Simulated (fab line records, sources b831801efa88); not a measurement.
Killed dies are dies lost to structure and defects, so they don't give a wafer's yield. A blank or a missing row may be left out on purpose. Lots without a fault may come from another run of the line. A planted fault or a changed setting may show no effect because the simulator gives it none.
A struck lot beside a sound one | flow sky130 | 22 steps out of a route of 708
Sound: wafers L136.2, L136.4, L136.6. Struck: wafer L138.5. (L138.3 of the same lot was not struck and is left out.) The cause comes at the end.
At each step with rows: each side's tool, then ch and its chambers, then its first start. Under that, the readings that differ: sound wafers | struck wafers | difference of the means | sigmas: that difference in standard deviations of wafers without a fault.
alike: readings whose means differ by less than 2 such deviations, and words and numbers that are the same on both sides. not compared: withheld readings, readings that some wafer has no value for, bounds like >300 that may hide the same value, and numbers for which the record gives no deviation and whose values overlap.
The two part at a step that has a row with sigmas, a row that says differs or no value, or rows on one side only. Numbers that don't overlap but have no deviation are shown without sigmas and don't part them. A reading that every wafer of one side lacks parts them only if that side has two wafers or more.

first, 2 steps without rows for these wafers: SKY_RES_PROTECT_DEVELOP_06 (develop time 60 s); SKY_POLY_GATE_IMPLANT_02.
SKY_RES_PROTECT_STRIP_07: strips in O2/N2.
  sound on plasma_asher-02 ch 1, day 16 02:25; struck on plasma_asher-01 ch 0, day 17 01:33
  reading                     | sound       | struck | difference | sigmas
  drypump_motor_current_A (A) | 4.8 4.8 4.7 | 5.6    | +0.8       | +2
  alike: oes_product_au, strip_time_to_endpoint_s
  not compared: rf_hours_counter_h
SKY_RES_PROTECT_TW_MEAS_08:
  sound on film_metro-01, day 16 02:31; struck on film_metro-01, day 17 01:38
  alike: POLY_GATE_TW
then, 2 steps without rows for these wafers: SKY_RES_PROTECT_CLEAN_09 (cleans in SC1/SC2, time 150 s); SKY_POLY_GATE_CVD_03 (deposits Si3N4 from DCS/NH3, target thk 75 nm, time 1290 s).
SKY_POLY_GATE_THK_MEAS_04:
  sound on film_metro-01, day 16 03:59; struck on film_metro-04, day 17 04:14
  alike: POLY_GATE_CVD_03_THK
then, 5 steps without rows for these wafers: SKY_POLY_GATE_DEHYDRATE_05 (time 60 s); SKY_POLY_GATE_HMDS_06 (prime time 60 s); SKY_POLY_GATE_COAT_07 (resist thk 110 nm); SKY_POLY_GATE_COAT_08 (resist thk 450 nm); SKY_POLY_GATE_SOFTBAKE_09 (time 90 s).
SKY_POLY_GATE_EXPOSE_10: exposes mask P1M, target cd 150 nm.
  sound on krf_scanner-01 ch 0, day 16 18:35; struck on krf_scanner-01 ch 0, day 17 18:37
  alike: mask
then, 2 steps without rows for these wafers: SKY_POLY_GATE_PEB_11; SKY_POLY_GATE_DEVELOP_12 (develop time 60 s).
SKY_POLY_GATE_CD_MEAS_13: target cd 150 nm.
  sound on cd_sem-02, day 17 09:44; struck on cd_sem-02, day 18 09:19
  reading    | sound             | struck | difference | sigmas
  cd_nm (nm) | 147.7 150.6 148.8 | 107.2  | -41.8      | -32
SKY_POLY_GATE_OVL_MEAS_14:
  sound on overlay-02, day 17 09:50; struck on overlay-02, day 18 09:25
  alike: POLY_GATE_OVL
SKY_POLY_GATE_ETCH_15: etches BARC in N2/H2, stops on SiO2, time 118.5 s, target depth 110 nm.
  sound on rie_diel-01 ch 0,3, day 17 09:52; struck on rie_diel-04 ch 0, day 18 09:26
  reading                    | sound             | struck | difference | sigmas
  model.POLY_GATE.cd_nm (nm) | 149.4 151.5 149.8 | 106.9  | -43.3      |
  alike: drypump_motor_current_A, oes_product_au, throttle_valve_pct
  not compared: rf_hours_counter_h
SKY_POLY_GATE_ETCH_16: etches Si3N4 in CH3F/O2, stops on poly-Si, time 147.5 s, target depth 75 nm.
  sound on rie_diel-01 ch 0,3, day 17 09:57; struck on rie_diel-04 ch 0, day 18 09:31
  alike: drypump_motor_current_A, oes_product_au, throttle_valve_pct
  not compared: rf_hours_counter_h
SKY_POLY_GATE_ETCH_17: etches poly-Si in HBr/Cl2, stops on SiO2, target depth 180 nm, time 70.5 s.
  sound on rie_si-01 ch 0,2, day 17 10:03; struck on rie_si-02 ch 1, day 18 09:37
  reading                    | sound             | struck | difference | sigmas
  model.POLY_GATE.cd_nm (nm) | 149.8 152.1 149.6 | 107.1  | -43.4      |
  alike: drypump_motor_current_A, oes_product_au, throttle_valve_pct
  not compared: rf_hours_counter_h
SKY_POLY_GATE_STRIP_18: strips in O2/N2.
  sound on plasma_asher-04 ch 0,1, day 17 10:07; struck on plasma_asher-04 ch 1, day 18 09:43
  reading                      | sound             | struck | difference | sigmas
  strip_time_to_endpoint_s (s) | 3.191 3.157 3.152 | 3.219  | +0.052     | +2
  alike: drypump_motor_current_A, oes_product_au
  not compared: rf_hours_counter_h
-- the record jumps here: 29 days lie between the struck wafers' starts before and after (it left off in module POLY_GATE and takes up again in module PAD_OPEN, whose first step shown is number 708 of the route) --
SKY_PAD_OPEN_PROBE_99:
  the record has rows for the struck wafers here (prober-01, day 47 08:14) and none for the sound ones

WHERE THEY PART
First at SKY_RES_PROTECT_STRIP_07; last, within this record, at SKY_PAD_OPEN_PROBE_99.

WHY: what the simulator had put in
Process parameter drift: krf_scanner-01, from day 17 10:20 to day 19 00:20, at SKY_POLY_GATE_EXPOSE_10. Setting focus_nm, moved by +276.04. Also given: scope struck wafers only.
